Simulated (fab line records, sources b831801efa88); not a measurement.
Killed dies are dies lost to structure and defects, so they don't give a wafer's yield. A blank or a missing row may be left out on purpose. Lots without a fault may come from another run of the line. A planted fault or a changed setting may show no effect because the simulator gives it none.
A struck lot beside a sound one | flow sfq_line | 21 steps out of a route of 325
Sound: wafers L720.2, L720.5, L720.6. Struck: wafer L730.6. (L730.2 of the same lot was not struck and is left out.) The cause comes at the end.
At each step with rows: each side's tool, then ch and its chambers, then its first start. Under that, the readings that differ: sound wafers | struck wafers | difference of the means | sigmas: that difference in standard deviations of wafers without a fault.
alike: readings whose means differ by less than 2 such deviations, and words and numbers that are the same on both sides. not compared: withheld readings, readings that some wafer has no value for, bounds like >300 that may hide the same value, and numbers for which the record gives no deviation and whose values overlap.
The two part at a step that has a row with sigmas, a row that says differs or no value, or rows on one side only. Numbers that don't overlap but have no deviation are shown without sigmas and don't part them. A reading that every wafer of one side lacks parts them only if that side has two wafers or more.

first, 7 steps without rows for these wafers: SFQ_TRILAYER_L0_LITHO_COAT_010 (resist thk 62 nm); SFQ_TRILAYER_L0_LITHO_COAT_005 (resist thk 600 nm); SFQ_TRILAYER_L0_LITHO_SOFTBAKE_009; SFQ_TRILAYER_L0_LITHO_EXPOSE_006 (exposes mask L0, target cd 2000 nm); SFQ_TRILAYER_L0_LITHO_PEB_008 (peb time 60 s); SFQ_TRILAYER_L0_LITHO_DEVELOP_007 (time 60 s); SFQ_TRILAYER_L0_BARC_OPEN_METAL_ETCH_010 (etches BARC in O2, target depth 125 nm, time 41.7 s).
SFQ_TRILAYER_L0_ETCH_METAL_ETCH_008: etches MoNx KI in SF6/O2, stops on SiO2, target depth 50 nm, time 25 s.
  sound on rie_metal-02 ch 0,1, day 6 06:55; struck on rie_metal-04 ch 1, day 8 16:33
  reading                     | sound             | struck | difference | sigmas
  drypump_motor_current_A (A) | 6.3 6.3 5.9       | 5.1    | -1.1       | -2
  rf_fwd_power_W (W)          | 596.5 595.4 596.7 | 591.4  | -4.8       | -2
  alike: chamber_pressure_mTorr, oes_product_au
  not compared: rf_hours_counter_h
SFQ_TRILAYER_L0_STRIP_STRIP_009: strips in O2.
  sound on rie_metal-02 ch 0,1, day 6 06:58; struck on rie_metal-04 ch 1, day 8 16:35
  alike: chamber_pressure_mTorr, drypump_motor_current_A, oes_product_au
  not compared: rf_hours_counter_h
then, 1 step without rows for these wafers: SFQ_TRILAYER_L0_STRIP_SOLV_CLEAN_010 (cleans in NMP, time 600 s).
SFQ_TRILAYER_L0_CAP_PECVD_011: deposits SiO2 from SiH4/N2O, time 13.333 s, target thk 60 nm.
  sound on pecvd-02 ch 1,2, day 6 07:46; struck on pecvd-01 ch 2, day 8 17:23
  reading                | sound          | struck | difference | sigmas
  throttle_valve_pct (%) | 23.4 24.9 23.5 | 25.9   | +2.0       | +3
  alike: heater_power_w, rf_fwd_power_W
then, 1 step without rows for these wafers: SFQ_TRILAYER_L0_VIA_LITHO_COAT_018 (resist thk 62 nm).
SFQ_TRILAYER_L0_VIA_LITHO_COAT_013: resist thk 650 nm.
  sound on litho_track-01 ch 0, day 6 08:25; struck on litho_track-02 ch 0, day 8 17:56
  reading                                                 | sound                | struck | difference | sigmas
  spin_speed_rpm (rpm)                                    | 2995.7 2999.2 2997.7 | 3003.8 | +6.3       | +3
  model.KrF_of_TRILAYER_L0_VIA_LITHO_COAT_013.thk_nm (nm) | 650.3 651.3 649.8    | 681    | +31        |
then, 4 steps without rows for these wafers: SFQ_TRILAYER_L0_VIA_LITHO_SOFTBAKE_017; SFQ_TRILAYER_L0_VIA_LITHO_EXPOSE_014 (exposes mask L0V, target cd 700 nm); SFQ_TRILAYER_L0_VIA_LITHO_PEB_016 (peb time 60 s); SFQ_TRILAYER_L0_VIA_LITHO_DEVELOP_015 (time 60 s).
-- the record jumps here: 4 days lie between the struck wafers' starts before and after --
SFQ_L0V_OVL_MEAS_903:
  sound on overlay-02, day 9 19:19; struck on overlay-02, day 12 14:25
  alike: L0V_OVL
SFQ_TRILAYER_L0_VIA_BARC_OPEN_VIA_ETCH_021: etches BARC in O2, target depth 125 nm, time 41.7 s.
  sound on rie_diel-03 ch 0,2,3, day 9 19:21; struck on rie_diel-02 ch 2, day 12 14:27
  reading               | sound             | struck | difference | sigmas
  oes_product_au (a.u.) | 0.674 0.681 0.682 | 0.690  | +0.011     | +2
  alike: chamber_pressure_mTorr, drypump_motor_current_A, rf_fwd_power_W
  not compared: rf_hours_counter_h
SFQ_TRILAYER_L0_VIA_ETCH_VIA_ETCH_016: etches SiO2 in CHF3, stops on MoNx KI, target depth 80 nm.
  sound on rie_diel-03 ch 0,2,3, day 9 19:23; struck on rie_diel-02 ch 2, day 12 14:29
  reading                                                 | sound           | struck | difference | sigmas
  model.KrF_of_TRILAYER_L0_VIA_LITHO_COAT_013.thk_nm (nm) | 562 561.7 560.2 | 588.9  | +27.6      |
  alike: chamber_pressure_mTorr, drypump_motor_current_A, oes_product_au, rf_fwd_power_W
SFQ_TRILAYER_L0_VIA_STRIP_STRIP_017: strips in O2.
  sound on rie_metal-01 ch 0,1, day 9 19:26; struck on rie_metal-03 ch 0, day 12 14:32
  reading               | sound             | struck | difference | sigmas
  oes_product_au (a.u.) | 1.002 1.013 1.024 | 0.973  | -0.040     | -4
  alike: chamber_pressure_mTorr, drypump_motor_current_A
  not compared: rf_hours_counter_h

WHERE THEY PART
First at SFQ_TRILAYER_L0_ETCH_METAL_ETCH_008; last, within this record, at SFQ_TRILAYER_L0_VIA_STRIP_STRIP_017.

WHY: what the simulator had put in
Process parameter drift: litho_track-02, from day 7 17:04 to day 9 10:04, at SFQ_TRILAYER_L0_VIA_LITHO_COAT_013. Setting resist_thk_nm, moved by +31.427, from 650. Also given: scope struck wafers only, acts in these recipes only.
